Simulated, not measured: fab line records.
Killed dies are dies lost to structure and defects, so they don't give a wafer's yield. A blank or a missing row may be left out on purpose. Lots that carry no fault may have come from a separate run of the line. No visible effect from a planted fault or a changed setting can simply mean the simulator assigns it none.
2 desks, one fault || flow sky130 || what lay behind the numbers comes last; until then each desk has only its own

THE TOOL OWNER'S DESK: pvdSputter-04
At SKY_LOCAL_INTERCONNECT_SPUTTER_00 (material TiN, target thk 100 nm, time 83.3 s) the tool's own readings: per lot run on this tool, the mean of the sampled wafers that have a number. Marked OUT: a lot whose mean sits more than 4 standard deviations from the usual mean, which makes it out of limits; the brackets give that distance.
Columns: A = throttleValvePct at SKY_LOCAL_INTERCONNECT_SPUTTER_00, usual 30.1 %
{"lot": "L703", "first seen here": "day 29 19:01", "A": 30.3}
{"lot": "L704", "first seen here": "day 30 06:19", "A": 30.0}
{"lot": "L714", "first seen here": "day 33 17:20", "A": 30.0}
{"lot": "L715", "first seen here": "day 34 02:44", "A": 30.3}
Finding of this desk: none of the 4 lots has anything out of limits.

FROM THE METROLOGY DESK
What the gauges read, lot by lot, whatever tool the lot ran on: means of the sampled wafers that have a number. Marked OUT: a lot whose mean sits more than 4 standard deviations from the usual mean, which makes it out of limits; the brackets give that distance.
Columns: A = LI_CONTACT_HDPCVD_THK at SKY_LI_CONTACT_THK_MEAS_01, usual 931 nm; B = LOCAL_INTERCONNECT_TIN_RS at SKY_LOCAL_INTERCONNECT_RS_MEAS_01, usual 14.09 ohm/sq; C = LOCAL_INTERCONNECT_TIN_THK at SKY_LOCAL_INTERCONNECT_THK_MEAS_02, usual 100.0 nm
{"lot": "L703", "first seen here": "day 28 13:14", "A": 928, "B": 14.39, "C": 98.6}
{"lot": "L704", "first seen here": "day 29 01:02", "A": 930, "B": 13.97, "C": 100.7}
{"lot": "L705", "first seen here": "day 29 06:34", "A": 934, "B": 13.82, "C": 101.6}
{"lot": "L714", "first seen here": "day 32 13:04", "A": 923, "B": "15.44 (+9.0) OUT", "C": "92.0 (-7.2) OUT"}
{"lot": "L715", "first seen here": "day 32 21:34", "A": 925, "B": "14.91 (+5.5) OUT", "C": "95.0 (-4.5) OUT"}
{"lot": "L718", "first seen here": "day 34 03:30", "A": 925, "B": 13.97, "C": 100.9}
{"lot": "L720", "first seen here": "day 34 11:08", "A": 930, "B": 14.06, "C": 100.7}
{"lot": "L719", "first seen here": "day 34 14:52", "A": 932, "B": 14.15, "C": 99.3}
{"lot": "L722", "first seen here": "day 34 19:59", "A": 938, "B": 13.96, "C": 101.1}
{"lot": "L724", "first seen here": "day 35 10:03", "A": 939, "B": 14.04, "C": 100.4}
This desk reports L714, L715 out of limits; the earliest was L714 at day 33 17:25 (LOCAL_INTERCONNECT_TIN_RS at SKY_LOCAL_INTERCONNECT_RS_MEAS_01). Within limits: L703, L704, L705, L718, L720, L719, L722, L724.

BROUGHT TOGETHER
At day 33 17:25 the metrology desk could have sounded an alarm, on L714, L715.
Nothing out of limits was seen by the tool owner's desk.
The tool owner's desk has L714, L715 on record, within its limits.
All the named lots went through SKY_LOCAL_INTERCONNECT_SPUTTER_00 on pvdSputter-04.

WHAT THE SIMULATOR PUT IN
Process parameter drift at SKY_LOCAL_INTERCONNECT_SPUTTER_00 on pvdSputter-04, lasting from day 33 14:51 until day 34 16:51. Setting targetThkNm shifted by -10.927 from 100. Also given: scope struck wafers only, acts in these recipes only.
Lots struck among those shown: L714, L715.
Hours from the fault's start to each desk's first reading out of limits: the metrology desk, 3.
